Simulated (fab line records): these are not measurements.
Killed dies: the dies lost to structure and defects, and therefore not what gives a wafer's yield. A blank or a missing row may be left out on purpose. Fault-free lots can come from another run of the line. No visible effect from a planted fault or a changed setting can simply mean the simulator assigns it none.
Commonality check across tools -- flow gf180mcu -- 14 lots and 42 wafers in the sample

== THE REASON FOR OPENING IT ==
GF_HV_LDD_TW_MEAS_23, reading HV_LDD_2_TW: flagged on 2 of 14 lots. Fault-free wafers read 1056, with a standard deviation of 7.4.
Rule: a lot is flagged in two cases, either no wafer of it has a number, or all its wafers with numbers fall more than 4 standard deviations from that mean. As for the other lots, they are considered sound.

lot,measured,on,"HV_LDD_2_TW, wafer by wafer",flag
L704,day 10 16:52,filmMetro-03,1049 1047 1047,
L705,day 10 21:52,filmMetro-03,1056 1049 1052,
L706,day 11 06:21,filmMetro-04,1060 1060 1062,
L707,day 11 10:54,filmMetro-03,1057 1062 1061,
L709,day 12 03:30,filmMetro-02,1051 1051 1053,
L713,day 13 16:58,filmMetro-04,1061 1055 1060,
L715,day 14 09:33,filmMetro-04,1113 1113 1113,FLAGGED
L716,day 14 18:11,filmMetro-03,1098 1098 1098,FLAGGED
L720,day 16 08:39,filmMetro-03,1056 1052 1047,
L723,day 17 01:43,filmMetro-03,1055 1052 1050,
L724,day 17 03:32,filmMetro-04,1063 1059 1059,
L725,day 17 12:56,filmMetro-03,1056 1048 1054,
L727,day 18 00:13,filmMetro-03,1042 1049 1047,
L726,day 18 01:28,filmMetro-03,1050 1047 1047,
The numbers of the flagged lots are 1106 on average: +50 against the usual, or +7 standard deviations.

== WHICH TOOL RAN EACH LOT ==
The record keeps 1 process step preceding the reading, out of 602 steps on the route. Every cell lists first the tool, next ch and the chambers used by the sampled wafers, and last the start.
lot,flag,GF_HV_LDD_IMPLANT_21
L704,,"implanter-04 ch 0, day 10 16:37"
L705,,"implanter-02 ch 0, day 10 21:37"
L706,,"implanter-02 ch 0, day 11 06:06"
L707,,"implanter-04 ch 0, day 11 10:39"
L709,,"implanter-03 ch 0, day 12 03:15"
L713,,"implanter-02 ch 0, day 13 16:43"
L715,FLAGGED,"implanter-04 ch 0, day 14 09:19"
L716,FLAGGED,"implanter-04 ch 0, day 14 17:56"
L720,,"implanter-02 ch 0, day 16 08:24"
L723,,"implanter-02 ch 0, day 17 01:30"
L724,,"implanter-02 ch 0, day 17 03:17"
L725,,"implanter-04 ch 0, day 17 12:43"
L727,,"implanter-04 ch 0, day 17 23:58"
L726,,"implanter-02 ch 0, day 18 01:15"
What the steps here do:
- GF_HV_LDD_IMPLANT_21
- GF_HV_LDD_TW_MEAS_23

== FLAGGED OVER TOTAL, TOOL BY TOOL (the gauges that took the reading come last) ==
step,tool,lots run,flagged,share of the flagged lots,sound lots run after its first flagged lot
GF_HV_LDD_IMPLANT_21,implanter-02,7,0,none,-
GF_HV_LDD_IMPLANT_21,implanter-03,1,0,none,-
GF_HV_LDD_IMPLANT_21,implanter-04,6,2,all,"2 (L725,L727)"
GF_HV_LDD_TW_MEAS_23,filmMetro-02,1,0,none,-
GF_HV_LDD_TW_MEAS_23,filmMetro-03,9,1,some,"5 (L720,L723,L725,L727,L726)"
GF_HV_LDD_TW_MEAS_23,filmMetro-04,4,1,some,1 (L724)

== WHAT IS ALLOWED BY THE TABLE ==
Rows of the table that ran each flagged lot: 1, that is implanter-04 at GF_HV_LDD_IMPLANT_21.
- implanter-04 at GF_HV_LDD_IMPLANT_21 ran 6 lots, 2 of them flagged. Lots that were sound ran on it after the first flagged one (L725, L727); a persistent fault on the entire tool would not allow that. Its own readings (doseIonsCm2, faradayCurrentUA) fall more than 4 standard deviations out on all wafers of the flagged lots.
Not one row of the table ran every flagged lot while running no sound lot after the first.

== WHAT THE SIMULATOR HAD INSERTED ==
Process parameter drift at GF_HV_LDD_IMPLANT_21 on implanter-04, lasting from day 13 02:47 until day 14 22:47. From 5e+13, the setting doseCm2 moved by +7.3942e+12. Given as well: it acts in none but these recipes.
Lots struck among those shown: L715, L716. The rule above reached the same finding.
